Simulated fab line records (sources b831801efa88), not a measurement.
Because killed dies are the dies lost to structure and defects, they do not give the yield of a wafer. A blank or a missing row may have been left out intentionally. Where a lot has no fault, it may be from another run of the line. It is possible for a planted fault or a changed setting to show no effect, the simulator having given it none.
fab line records    flow sky130    part 1 of 2: steps 1 to 29 of 40
record: lots: 5  wafers: 15  lastDay: 49
route steps=708 shown FIELD_ISO@30 NWELL@32 DNWELL@35 PWDE@45
lots untouched by any fault: they come from a run of this same line in which no faults occurred
startH: hours from the record's opening day to when the first of the lot's shown wafers began    waitH: hours since the lot's step before    " repeats the value in the row above    L1.1+2: a single row standing in for several wafers    - either no value or no given start    * or withheld: withheld    < > ~ a bound
route shown NAME@n: a module of which the file shows steps, and the number in the route of the first    usual: mean/standard deviation of fault-free wafers    same: alike in all rows    chamber/n: place in a boat    sites: per-site readings    _std_site: their standard deviation    _edge_site: outer sites' mean less inner sites'    radiusMm: how far each site lies from the wafer's centre    mask NAME#n: copy n    behind: the most recent tool/chamber to have shaped the wafer    hold: cause of the lot's hold/its duration in hours/its outcome    device: whichever transistor did not switch (one of n, p or np)    end of line: tests run on the same wafers once the route is complete    a step without rows: its recipe alone    killed: not the wafer's yield, but the dies lost to structure and defects at the first sort    map: per-die view of a wafer (x killed, . not killed, _ where there is no die)
set.NAME: the setting the step ran with; set.NAME@STEP: the setting that earlier step ran with    model.NAME: the simulator's own value behind a step, which no gauge read
lots at selected steps of the route; one table per step, one row per wafer
services: the hour from which a tool's chamber was out of use, counted from the record's first day as startH (under 0 if before that day), plus the number of hours and why
== steps ==
step: SKY_FIELD_ISO_WET_ETCH_29
recipe: chemistry: H3PO4  targetDepthNm: 160  target: Si3N4  tempC: 160  timeS: 1825
same: timeS: 1825
lot.wafer   tool         chamber  startH  waitH
L074.1+2+4  wetBench-03  2        34.02   0.0
L077.2+3+5  wetBench-01  1        50.28   0.0
L086.3+4+5  wetBench-01  0        97.07   0.0
L090.4+5+6  wetBench-02  0        118.78  0.0
L092.1+2+6  wetBench-01  0        126.66  0.0
step: SKY_FIELD_ISO_WET_ETCH_30
recipe: chemistry: dHF  targetDepthNm: 25  target: SiO2  dilution: 10:1  tempC: 25  timeS: 50
same: timeS: 50
lot.wafer   tool         chamber  startH  waitH
L074.1+2+4  wetBench-01  2        34.58   0.0
L077.2+3+5  wetBench-02  1        50.79   0.0
L086.3+4+5  wetBench-02  3        97.58   0.0
L090.4+5+6  wetBench-03  3        119.30  0.0
L092.1+2+6  wetBench-03  1        127.17  0.0
step: SKY_NWELL_CLEAN_00
recipe: chemistry: SC1/SC2  mix: 1:4:20  tempC: 70  timeS: 150  dry: n2Spin
same: timeS: 150
lot.wafer   tool         chamber  startH  waitH
L074.1+2+4  wetBench-02  1        34.60   0.0
L077.2+3+5  wetBench-03  1        50.82   0.0
L086.3+4+5  wetBench-01  0        97.60   0.0
L090.4+5+6  wetBench-01  2        119.32  0.0
L092.1+2+6  wetBench-01  0        127.20  0.0
step: SKY_NWELL_OXIDATION_01
recipe: tempC: 900  ambient: O2  stabiliseS: 600  purgeS: 300  targetThkA: 100  oxTimeS: 1418
usual: spikeTcBottomC: 920.2/2.2
same: stabiliseS: 600
lot.wafer  tool        chamber  startH  waitH  spikeTcBottomC
L074.1     furnace-02  0        35.69   1.0    921.4
L074.2     "           0        "       "      922.5
L074.4     "           0        "       "      923.7
L077.2     furnace-01  0        51.21   0.3    917.5
L077.3     "           0        "       "      917.9
L077.5     "           0        "       "      920.2
L086.3     furnace-01  0        98.14   0.5    918.5
L086.4     "           0        "       "      916.4
L086.5     "           0        "       "      917.0
L090.4     furnace-02  0        119.37  0.0    922.7
L090.5     "           0        "       "      923.1
L090.6     "           0        "       "      923.7
L092.1     furnace-01  0        128.66  1.4    917.4
L092.2     "           0        "       "      919.3
L092.6     "           0        "       "      917.3
step: SKY_NWELL_THK_MEAS_02
recipe: reads: SiO2_of_NWELL_OXIDATION_01
usual: NWELL_OXIDATION_THK: 10.02/0.22
lot.wafer  tool          chamber  startH  waitH  NWELL_OXIDATION_THK[nm]
L074.1     filmMetro-03  -        37.09   0.0    10.10
L074.2     "             -        "       "      10.02
L074.4     "             -        "       "      10.26
L077.2     filmMetro-03  -        52.61   0.0    9.63
L077.3     "             -        "       "      9.86
L077.5     "             -        "       "      9.94
L086.3     filmMetro-02  -        99.55   0.0    10.23
L086.4     "             -        "       "      10.03
L086.5     "             -        "       "      10.11
L090.4     filmMetro-03  -        120.93  0.2    10.03
L090.5     "             -        "       "      10.21
L090.6     "             -        "       "      9.95
L092.1     filmMetro-03  -        130.05  0.0    9.85
L092.2     "             -        "       "      9.99
L092.6     "             -        "       "      10.00
step: SKY_DNWELL_DEHYDRATE_00
recipe: tempC: 200  timeS: 60
usual: chillPlateTempC: 23.01/0.1
same: timeS: 60
lot.wafer  tool           chamber  startH  waitH  chillPlateTempC
L074.1     lithoTrack-02  0        44.30   7.2    22.89
L074.2     "              0        "       "      23.10
L074.4     "              0        "       "      23.21
L077.2     lithoTrack-01  0        59.77   7.2    23.16
L077.3     "              0        "       "      23.17
L077.5     "              0        "       "      23.08
L086.3     lithoTrack-04  0        107.37  7.8    22.84
L086.4     "              0        "       "      22.89
L086.5     "              0        "       "      23.02
L090.4     lithoTrack-02  0        128.97  8.0    22.97
L090.5     "              0        "       "      22.93
L090.6     "              0        "       "      22.79
L092.1     lithoTrack-02  0        138.94  8.9    22.97
L092.2     "              0        "       "      23.07
L092.6     "              0        "       "      22.93
step: SKY_DNWELL_HMDS_01
recipe: primeTimeS: 60  primeTempC: 120
usual: chillPlateTempC: 22.98/0.12
lot.wafer  tool           chamber  startH  waitH  chillPlateTempC
L074.1     lithoTrack-02  0        44.45   0.1    23.05
L074.2     "              0        "       "      23.04
L074.4     "              0        "       "      23.19
L077.2     lithoTrack-01  0        59.92   0.1    23.09
L077.3     "              0        "       "      23.08
L077.5     "              0        "       "      23.06
L086.3     lithoTrack-04  0        107.52  0.1    22.79
L086.4     "              0        "       "      22.75
L086.5     "              0        "       "      22.84
L090.4     lithoTrack-02  0        129.12  0.1    23.24
L090.5     "              0        "       "      23.21
L090.6     "              0        "       "      23.08
L092.1     lithoTrack-02  0        139.09  0.1    22.87
L092.2     "              0        "       "      22.91
L092.6     "              0        "       "      22.84
step: SKY_DNWELL_COAT_02
recipe: spinRpm: 2000  resistThkNm: 3000
usual: chillPlateTempC: 22.99/0.084
lot.wafer  tool           chamber  startH  waitH  chillPlateTempC
L074.1     lithoTrack-02  0        44.60   0.1    22.96
L074.2     "              0        "       "      22.79
L074.4     "              0        "       "      22.90
L077.2     lithoTrack-01  0        60.07   0.1    22.97
L077.3     "              0        "       "      22.95
L077.5     "              0        "       "      22.87
L086.3     lithoTrack-04  0        107.67  0.1    23.06
L086.4     "              0        "       "      22.91
L086.5     "              0        "       "      23.09
L090.4     lithoTrack-02  0        129.27  0.1    23.00
L090.5     "              0        "       "      23.13
L090.6     "              0        "       "      22.90
L092.1     lithoTrack-02  0        139.24  0.1    23.12
L092.2     "              0        "       "      23.02
L092.6     "              0        "       "      23.06
step: SKY_DNWELL_SOFTBAKE_03
recipe: tempC: 110  timeS: withheld
usual: chillPlateTempC: 22.98/0.1
lot.wafer  tool           chamber  startH  waitH  chillPlateTempC
L074.1     lithoTrack-02  0        44.75   0.1    23.04
L074.2     "              0        "       "      22.83
L074.4     "              0        "       "      22.99
L077.2     lithoTrack-01  0        60.23   0.1    23.00
L077.3     "              0        "       "      23.02
L077.5     "              0        "       "      22.91
L086.3     lithoTrack-04  0        107.84  0.1    22.85
L086.4     "              0        "       "      22.84
L086.5     "              0        "       "      22.94
L090.4     lithoTrack-02  0        129.44  0.1    22.90
L090.5     "              0        "       "      23.06
L090.6     "              0        "       "      23.06
L092.1     lithoTrack-02  0        139.39  0.1    23.07
L092.2     "              0        "       "      23.03
L092.6     "              0        "       "      23.14
step: SKY_DNWELL_EXPOSE_04
recipe: maskId: DNM  na: 0.57  targetCdNm: 3000  doseMj: 222
lot.wafer   tool             chamber  startH  waitH  mask
L074.1+2+4  ilineStepper-02  0        -       -      DNM#0
L077.2+3+5  ilineStepper-02  0        -       -      DNM#0
L086.3+4+5  ilineStepper-02  0        -       -      DNM#0
L090.4+5+6  ilineStepper-01  0        -       -      DNM#0
L092.1+2+6  ilineStepper-02  0        -       -      DNM#0
step: SKY_DNWELL_PEB_05
recipe: tempC: 115  timeS: withheld
usual: chillPlateTempC: 22.99/0.1
lot.wafer  tool           chamber  startH  waitH  chillPlateTempC
L074.1     lithoTrack-04  0        -       -      22.94
L074.2     "              0        "       "      22.86
L074.4     "              0        "       "      22.87
L077.2     lithoTrack-01  0        -       -      23.15
L077.3     "              0        "       "      23.02
L077.5     "              0        "       "      23.05
L086.3     lithoTrack-02  0        -       -      23.10
L086.4     "              0        "       "      22.95
L086.5     "              0        "       "      23.13
L090.4     lithoTrack-04  0        -       -      22.96
L090.5     "              0        "       "      22.99
L090.6     "              0        "       "      22.90
L092.1     lithoTrack-04  0        -       -      22.89
L092.2     "              0        "       "      22.88
L092.6     "              0        "       "      23.14
step: SKY_DNWELL_DEVELOP_06
recipe: wallAngleDeg: 90  developer: TMAH  developTimeS: 60  devTempC: 23
usual: chillPlateTempC: 22.99/0.12
lot.wafer  tool           chamber  startH  waitH  chillPlateTempC
L074.1     lithoTrack-04  0        -       -      22.81
L074.2     "              0        "       "      22.75
L074.4     "              0        "       "      22.76
L077.2     lithoTrack-01  0        -       -      23.11
L077.3     "              0        "       "      23.10
L077.5     "              0        "       "      22.96
L086.3     lithoTrack-02  0        -       -      23.09
L086.4     "              0        "       "      22.98
L086.5     "              0        "       "      23.19
L090.4     lithoTrack-04  0        -       -      23.27
L090.5     "              0        "       "      22.94
L090.6     "              0        "       "      23.17
L092.1     lithoTrack-04  0        -       -      22.86
L092.2     "              0        "       "      23.03
L092.6     "              0        "       "      22.96
step: SKY_DNWELL_IMPLANT_07
recipe: species: P  energyKev: withheld  doseCm2: withheld  tiltDeg: withheld
lot.wafer   tool          chamber  startH  waitH
L074.1+2+4  implanter-01  0        55.36   -
L077.2+3+5  implanter-01  0        68.07   -
L086.3+4+5  implanter-03  0        117.84  -
L090.4+5+6  implanter-04  0        138.90  -
L092.1+2+6  implanter-04  0        148.82  -
step: SKY_DNWELL_STRIP_08
recipe: chemistry: O2/N2  powerW: 1400  pressureMtorr: 1500  platenTempC: withheld  o2FlowSccm: 3000  n2FlowSccm: 300  overashFraction: 0.5
usual: drypumpMotorCurrentA: 5.51/0.27  oesProductAu: 0.722/0.0048  stripTimeToEndpointS: 36.89/0.08
lot.wafer  tool            chamber  startH  waitH  drypumpMotorCurrentA  oesProductAu  rfHoursCounterH  stripTimeToEndpointS
L074.1     plasmaAsher-01  1        55.51   0.1    5.87                  0.725         34               36.83
L074.2     "               0        "       "      5.75                  0.722         34               36.99
L074.4     "               0        "       "      5.74                  0.727         -                36.91
L077.2     plasmaAsher-01  0        68.20   0.1    5.76                  0.725         36               36.81
L077.3     "               1        "       "      5.86                  0.728         -                36.89
L077.5     "               0        "       "      5.75                  0.716         -                36.90
L086.3     plasmaAsher-02  0        117.98  0.1    5.55                  0.728         -                36.86
L086.4     "               1        "       "      5.54                  0.715         -                36.86
L086.5     "               1        "       "      5.55                  0.725         -                36.97
L090.4     plasmaAsher-01  0        139.00  0.1    5.75                  0.711         -                37.08
L090.5     "               0        "       "      5.75                  0.719         -                36.90
L090.6     "               1        "       "      5.86                  0.725         -                37.04
L092.1     plasmaAsher-04  1        148.97  0.1    5.44                  0.729         36               36.89
L092.2     "               0        "       "      5.00                  0.724         36               36.81
L092.6     "               1        "       "      5.42                  0.714         -                36.83
step: SKY_DNWELL_TW_MEAS_09
usual: DNWELL_TW: 1107/13
lot.wafer  tool          chamber  startH  waitH  DNWELL_TW
L074.1     filmMetro-04  -        55.61   0.1    1132
L074.2     "             -        "       "      1116
L074.4     "             -        "       "      1129
L077.2     filmMetro-03  -        68.31   0.1    1116
L077.3     "             -        "       "      1112
L077.5     "             -        "       "      1113
L086.3     filmMetro-02  -        118.06  0.1    1089
L086.4     "             -        "       "      1093
L086.5     "             -        "       "      1090
L090.4     filmMetro-02  -        139.10  0.1    1096
L090.5     "             -        "       "      1104
L090.6     "             -        "       "      1092
L092.1     filmMetro-02  -        149.07  0.1    1089
L092.2     "             -        "       "      1094
L092.6     "             -        "       "      1091
step: SKY_PWDE_DEHYDRATE_00
recipe: tempC: 200  timeS: 60
usual: chillPlateTempC: 22.98/0.11
same: timeS: 60
lot.wafer  tool           chamber  startH  waitH  chillPlateTempC
L074.1     lithoTrack-02  0        62.19   6.6    23.20
L074.2     "              0        "       "      23.21
L074.4     "              0        "       "      23.10
L077.2     lithoTrack-03  0        75.46   7.1    23.17
L077.3     "              0        "       "      23.12
L077.5     "              0        "       "      22.89
L086.3     lithoTrack-02  0        127.04  9.0    22.93
L086.4     "              0        "       "      22.91
L086.5     "              0        "       "      23.09
L090.4     lithoTrack-03  0        148.26  9.2    22.92
L090.5     "              0        "       "      23.01
L090.6     "              0        "       "      22.77
L092.1     lithoTrack-02  0        158.84  9.8    23.01
L092.2     "              0        "       "      22.83
L092.6     "              0        "       "      22.91
step: SKY_PWDE_HMDS_01
recipe: primeTimeS: 60  primeTempC: 120
usual: chillPlateTempC: 23.04/0.12
lot.wafer  tool           chamber  startH  waitH  chillPlateTempC
L074.1     lithoTrack-02  0        62.34   0.1    23.17
L074.2     "              0        "       "      23.11
L074.4     "              0        "       "      23.08
L077.2     lithoTrack-03  0        75.61   0.1    22.96
L077.3     "              0        "       "      23.10
L077.5     "              0        "       "      22.90
L086.3     lithoTrack-02  0        127.19  0.1    23.22
L086.4     "              0        "       "      23.03
L086.5     "              0        "       "      22.89
L090.4     lithoTrack-03  0        148.41  0.1    22.84
L090.5     "              0        "       "      22.84
L090.6     "              0        "       "      23.00
L092.1     lithoTrack-02  0        158.99  0.1    23.16
L092.2     "              0        "       "      22.99
L092.6     "              0        "       "      23.12
step: SKY_PWDE_COAT_02
recipe: spinRpm: 2000  resistThkNm: 3000
usual: chillPlateTempC: 23.00/0.11
lot.wafer  tool           chamber  startH  waitH  chillPlateTempC
L074.1     lithoTrack-02  0        62.49   0.1    22.96
L074.2     "              0        "       "      23.05
L074.4     "              0        "       "      22.95
L077.2     lithoTrack-03  0        75.76   0.1    23.01
L077.3     "              0        "       "      22.90
L077.5     "              0        "       "      23.06
L086.3     lithoTrack-02  0        127.34  0.1    23.00
L086.4     "              0        "       "      23.00
L086.5     "              0        "       "      22.94
L090.4     lithoTrack-03  0        148.56  0.1    22.81
L090.5     "              0        "       "      23.05
L090.6     "              0        "       "      23.22
L092.1     lithoTrack-02  0        159.14  0.1    23.03
L092.2     "              0        "       "      23.10
L092.6     "              0        "       "      23.02
step: SKY_PWDE_SOFTBAKE_03
recipe: tempC: 110  timeS: withheld
usual: chillPlateTempC: 22.99/0.1
lot.wafer  tool           chamber  startH  waitH  chillPlateTempC
L074.1     lithoTrack-02  0        62.64   0.1    22.96
L074.2     "              0        "       "      23.02
L074.4     "              0        "       "      22.84
L077.2     lithoTrack-03  0        75.92   0.1    22.96
L077.3     "              0        "       "      23.11
L077.5     "              0        "       "      23.15
L086.3     lithoTrack-02  0        127.51  0.1    22.89
L086.4     "              0        "       "      22.93
L086.5     "              0        "       "      22.78
L090.4     lithoTrack-03  0        148.74  0.1    22.97
L090.5     "              0        "       "      22.99
L090.6     "              0        "       "      22.92
L092.1     lithoTrack-02  0        159.29  0.1    22.99
L092.2     "              0        "       "      22.99
L092.6     "              0        "       "      23.03
step: SKY_PWDE_EXPOSE_04
recipe: maskId: PWDEM  na: 0.6  sourceShape: conventional  sigmaOuter: 0.6  polarization: unpolarized  targetCdNm: 840  doseMj: 216.2
lot.wafer   tool             chamber  startH  waitH  mask
L074.1+2+4  ilineStepper-02  0        -       -      PWDEM#0
L077.2+3+5  ilineStepper-02  0        -       -      PWDEM#0
L086.3+4+5  ilineStepper-01  0        -       -      PWDEM#0
L090.4+5+6  ilineStepper-02  0        -       -      PWDEM#0
L092.1+2+6  ilineStepper-01  0        -       -      PWDEM#0
step: SKY_PWDE_PEB_05
recipe: tempC: 115  timeS: withheld
usual: chillPlateTempC: 22.99/0.12
lot.wafer  tool           chamber  startH  waitH  chillPlateTempC
L074.1     lithoTrack-02  0        -       -      22.87
L074.2     "              0        "       "      23.02
L074.4     "              0        "       "      23.02
L077.2     lithoTrack-03  0        -       -      23.20
L077.3     "              0        "       "      23.15
L077.5     "              0        "       "      23.06
L086.3     lithoTrack-02  0        -       -      22.93
L086.4     "              0        "       "      23.06
L086.5     "              0        "       "      22.98
L090.4     lithoTrack-03  0        -       -      22.98
L090.5     "              0        "       "      22.93
L090.6     "              0        "       "      22.99
L092.1     lithoTrack-03  0        -       -      23.14
L092.2     "              0        "       "      23.17
L092.6     "              0        "       "      23.24
step: SKY_PWDE_DEVELOP_06
recipe: wallAngleDeg: 90  developer: TMAH  developTimeS: 60  devTempC: 23
usual: chillPlateTempC: 23.04/0.11
lot.wafer  tool           chamber  startH  waitH  chillPlateTempC
L074.1     lithoTrack-02  0        -       -      23.42
L074.2     "              0        "       "      23.31
L074.4     "              0        "       "      23.22
L077.2     lithoTrack-03  0        -       -      23.01
L077.3     "              0        "       "      22.90
L077.5     "              0        "       "      22.96
L086.3     lithoTrack-02  0        -       -      22.90
L086.4     "              0        "       "      23.00
L086.5     "              0        "       "      22.84
L090.4     lithoTrack-03  0        -       -      23.06
L090.5     "              0        "       "      23.18
L090.6     "              0        "       "      23.07
L092.1     lithoTrack-03  0        -       -      23.06
L092.2     "              0        "       "      22.93
L092.6     "              0        "       "      22.97
step: SKY_PWDE_OVL_MEAS_07
usual: PWDE_OVL: 0.9/1.4
lot.wafer  tool        chamber  startH  waitH  PWDE_OVL[nm]
L074.1     overlay-01  -        71.34   -      -0.1
L074.2     "           -        "       "      1.6
L074.4     "           -        "       "      1.4
L077.2     overlay-01  -        84.39   -      1.7
L077.3     "           -        "       "      -1.7
L077.5     "           -        "       "      3.0
L086.3     overlay-01  -        136.76  -      1.0
L086.4     "           -        "       "      0.8
L086.5     "           -        "       "      1.1
L090.4     overlay-01  -        159.05  -      2.7
L090.5     "           -        "       "      -0.1
L090.6     "           -        "       "      0.7
L092.1     overlay-01  -        169.44  -      4.1
L092.2     "           -        "       "      2.1
L092.6     "           -        "       "      1.6
step: SKY_PWDE_IMPLANT_08
recipe: species: B  energyKev: 150  doseCm2: 3.6e+12  tiltDeg: withheld
lot.wafer   tool          chamber  startH  waitH
L074.1+2+4  implanter-03  0        71.38   0.0
L077.2+3+5  implanter-03  0        84.45   0.0
L086.3+4+5  implanter-04  0        136.83  0.1
L090.4+5+6  implanter-04  0        159.15  0.1
L092.1+2+6  implanter-04  0        169.47  0.0
step: SKY_PWDE_STRIP_09
recipe: chemistry: O2/N2  powerW: 1400  pressureMtorr: 1500  platenTempC: withheld  o2FlowSccm: 3000  n2FlowSccm: 300  overashFraction: 0.5
usual: drypumpMotorCurrentA: 5.5/0.34  oesProductAu: 0.723/0.0046  stripTimeToEndpointS: 36.92/0.11
lot.wafer  tool            chamber  startH  waitH  drypumpMotorCurrentA  oesProductAu  rfHoursCounterH  stripTimeToEndpointS
L074.1     plasmaAsher-02  0        71.53   0.1    5.5                   0.725         40               36.82
L074.2     "               1        "       "      5.5                   0.717         40               36.80
L074.4     "               1        "       "      5.6                   0.725         -                36.81
L077.2     plasmaAsher-04  0        84.57   0.1    5.0                   0.729         28               36.99
L077.3     "               0        "       "      5.0                   0.725         -                37.01
L077.5     "               0        "       "      5.0                   0.727         -                36.93
L086.3     plasmaAsher-04  1        136.96  0.1    5.4                   0.720         -                36.98
L086.4     "               0        "       "      5.0                   0.734         -                36.89
L086.5     "               1        "       "      5.5                   0.726         -                36.82
L090.4     plasmaAsher-04  1        159.26  0.1    5.5                   0.720         -                37.13
L090.5     "               1        "       "      5.4                   0.728         -                37.04
L090.6     "               0        "       "      5.0                   0.729         -                36.94
L092.1     plasmaAsher-04  0        169.62  0.1    5.0                   0.725         38               37.12
L092.2     "               1        "       "      5.4                   0.720         38               37.08
L092.6     "               1        "       "      5.4                   0.720         -                37.03
step: SKY_PWDE_TW_MEAS_10
usual: PWDE_TW: 372/3.7
lot.wafer  tool          chamber  startH  waitH  PWDE_TW
L074.1     filmMetro-02  -        71.63   0.1    368
L074.2     "             -        "       "      369
L074.4     "             -        "       "      367
L077.2     filmMetro-04  -        84.68   0.1    376
L077.3     "             -        "       "      377
L077.5     "             -        "       "      376
L086.3     filmMetro-04  -        137.05  0.1    375
L086.4     "             -        "       "      375
L086.5     "             -        "       "      375
L090.4     filmMetro-04  -        159.35  0.1    375
L090.5     "             -        "       "      373
L090.6     "             -        "       "      375
L092.1     filmMetro-03  -        169.72  0.1    372
L092.2     "             -        "       "      371
L092.6     "             -        "       "      370
step: SKY_NWELL_DEHYDRATE_03
recipe: tempC: 200  timeS: 60
usual: chillPlateTempC: 22.99/0.11
same: timeS: 60
lot.wafer  tool           chamber  startH  waitH  chillPlateTempC
L074.1     lithoTrack-04  0        79.02   7.4    23.03
L074.2     "              0        "       "      23.06
L074.4     "              0        "       "      22.94
L077.2     lithoTrack-02  0        92.32   7.6    22.89
L077.3     "              0        "       "      22.82
L077.5     "              0        "       "      22.84
L086.3     lithoTrack-03  0        145.94  8.9    22.95
L086.4     "              0        "       "      23.11
L086.5     "              0        "       "      23.03
L090.4     lithoTrack-02  0        168.92  9.6    23.04
L090.5     "              0        "       "      22.94
L090.6     "              0        "       "      22.94
L092.1     lithoTrack-03  0        179.89  10.2   23.21
L092.2     "              0        "       "      23.02
L092.6     "              0        "       "      23.16
step: SKY_NWELL_HMDS_04
recipe: primeTimeS: 60  primeTempC: 120
usual: chillPlateTempC: 22.99/0.1
lot.wafer  tool           chamber  startH  waitH  chillPlateTempC
L074.1     lithoTrack-04  0        79.17   0.1    22.84
L074.2     "              0        "       "      22.69
L074.4     "              0        "       "      22.77
L077.2     lithoTrack-02  0        92.47   0.1    22.97
L077.3     "              0        "       "      23.11
L077.5     "              0        "       "      23.11
L086.3     lithoTrack-03  0        146.09  0.1    22.98
L086.4     "              0        "       "      22.94
L086.5     "              0        "       "      22.90
L090.4     lithoTrack-02  0        169.07  0.1    22.92
L090.5     "              0        "       "      23.15
L090.6     "              0        "       "      22.99
L092.1     lithoTrack-03  0        180.04  0.1    22.86
L092.2     "              0        "       "      22.86
L092.6     "              0        "       "      23.02
step: SKY_NWELL_COAT_05
recipe: spinRpm: 2000  resistThkNm: 3000
usual: chillPlateTempC: 23.00/0.11
lot.wafer  tool           chamber  startH  waitH  chillPlateTempC
L074.1     lithoTrack-04  0        79.32   0.1    22.96
L074.2     "              0        "       "      22.95
L074.4     "              0        "       "      23.00
L077.2     lithoTrack-02  0        92.62   0.1    23.12
L077.3     "              0        "       "      23.23
L077.5     "              0        "       "      23.12
L086.3     lithoTrack-03  0        146.24  0.1    23.01
L086.4     "              0        "       "      23.03
L086.5     "              0        "       "      22.97
L090.4     lithoTrack-02  0        169.22  0.1    22.96
L090.5     "              0        "       "      22.92
L090.6     "              0        "       "      23.04
L092.1     lithoTrack-03  0        180.19  0.1    22.90
L092.2     "              0        "       "      22.91
L092.6     "              0        "       "      22.90
